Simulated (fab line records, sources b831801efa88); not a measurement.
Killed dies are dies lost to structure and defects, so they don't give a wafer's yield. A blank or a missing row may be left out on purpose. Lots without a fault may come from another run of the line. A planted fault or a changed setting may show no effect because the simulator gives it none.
Chamber matching | flow sky130 | SKY_FIELD_ISO_CMP_27 on cmp-02: 4 sister chambers
The step polishes, stops on Si3N4, t overpolish 16 s, target thk 457.8 nm. 30 wafers are shown with their chamber, then 12 later ones without.

WAFERS WITH THEIR CHAMBER
wafer  | chamber | motor_current_A (A) | overpolish_run_s (s) | time_to_endpoint_s (s)
L074.2 | 2       | 12.3                | 15.992               | 107
L074.3 | 0       | 12.1                | 16.005               | 110
L074.4 | 3       | 10.7                | 16.002               | 111
L076.1 | 2       | 11.8                | 16.001               | 112
L076.2 | 3       | 11.4                | 15.995               | 109
L076.6 | 0       | 11.2                | 16.030               | 112
L077.1 | 1       | 10.8                | 16.011               | 114
L077.5 | 0       | 11.1                | 16.000               | 118
L077.6 | 3       | 11.7                | 16.005               | 112
L081.1 | 0       | 11.5                | 15.993               | 117
L081.3 | 2       | 12.4                | 15.998               | 119
L081.4 | 3       | 11.3                | 16.001               | 117
L080.1 | 3       | 11.3                | 15.995               | 113
L080.3 | 0       | 11.4                | 15.996               | 113
L080.4 | 2       | 11.9                | 16.004               | 114
L084.1 | 3       | 12.1                | 16.011               | 111
L084.3 | 2       | 12.1                | 16.001               | 113
L084.6 | 3       | 11.6                | 16.004               | 114
L087.2 | 1       | 10.6                | 16.016               | 116
L087.4 | 2       | 12.4                | 15.993               | 117
L087.5 | 2       | 12.3                | 15.980               | 123
L088.1 | 0       | 12.2                | 15.995               | 115
L088.4 | 3       | 11.1                | 16.020               | 119
L088.5 | 1       | 11.1                | 16.016               | 113
L090.1 | 2       | 11.9                | 15.995               | 116
L090.5 | 2       | 12.2                | 16.011               | 119
L090.6 | 3       | 11.2                | 15.981               | 117
L092.3 | 0       | 12.1                | 15.992               | 116
L092.4 | 1       | 10.9                | 16.000               | 112
L092.5 | 2       | 11.9                | 15.995               | 115

SIGNATURES (means of the wafers above)
reading            | chamber 0 | chamber 1 | chamber 2 | chamber 3 | scatter within a chamber
motor_current_A    | 11.657    | 10.850    | 12.120    | 11.378    | 0.349
overpolish_run_s   | 16.00157  | 16.01075  | 15.99700  | 16.00156  | 0.0104
time_to_endpoint_s | 114.43    | 113.75    | 115.50    | 113.67    | 3.54
Rule: a wafer's distance from a chamber is the root of the sum, over the readings, of the square of ((its reading less the chamber's mean) divided by the reading's scatter). The wafer belongs to the nearest chamber; if the next one is less than 2 further off, it can't be placed. The scatter: the root of (the sum of the squares of (reading less its chamber's mean) over the shown wafers, divided by (wafers less chambers)).

WAFERS WITHOUT THEIR CHAMBER
wafer  | motor_current_A (A) | overpolish_run_s (s) | time_to_endpoint_s (s)
L093.2 | 11.3                | 15.993               | 119
L093.3 | 11.6                | 16.000               | 123
L093.4 | 11.2                | 16.007               | 123
L094.1 | 11.7                | 15.992               | 117
L094.4 | 11.2                | 16.001               | 118
L094.5 | 12.0                | 16.010               | 120
L096.1 | 10.7                | 15.993               | 118
L096.3 | 11.0                | 16.012               | 116
L096.5 | 11.4                | 16.001               | 118
L097.1 | 11.4                | 15.991               | 111
L097.2 | 11.3                | 15.988               | 113
L097.3 | 11.6                | 16.010               | 111

WHICH CHAMBER EACH WENT THROUGH
wafer  | from the rows above               | in truth
L093.2 | can't be placed: 3 or 0 or 2 or 1 | 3
L093.3 | can't be placed: 0 or 2 or 3 or 1 | 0
L093.4 | can't be placed: 3 or 0 or 1 or 2 | 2
L094.1 | can't be placed: 0 or 2 or 3 or 1 | 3
L094.4 | can't be placed: 3 or 0 or 1 or 2 | 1
L094.5 | can't be placed: 2 or 0 or 3 or 1 | 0
L096.1 | can't be placed: 1 or 3 or 0      | 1
L096.3 | can't be placed: 1 or 3 or 0      | 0
L096.5 | can't be placed: 3 or 0 or 1 or 2 | 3
L097.1 | can't be placed: 3 or 0 or 2 or 1 | 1
L097.2 | can't be placed: 3 or 0 or 1 or 2 | 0
L097.3 | can't be placed: 0 or 3 or 1 or 2 | 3
Placed correctly: 0 of 12. Can't be placed from these rows: 12 (the true chamber is among the candidates in 12). Placed wrongly: 0.
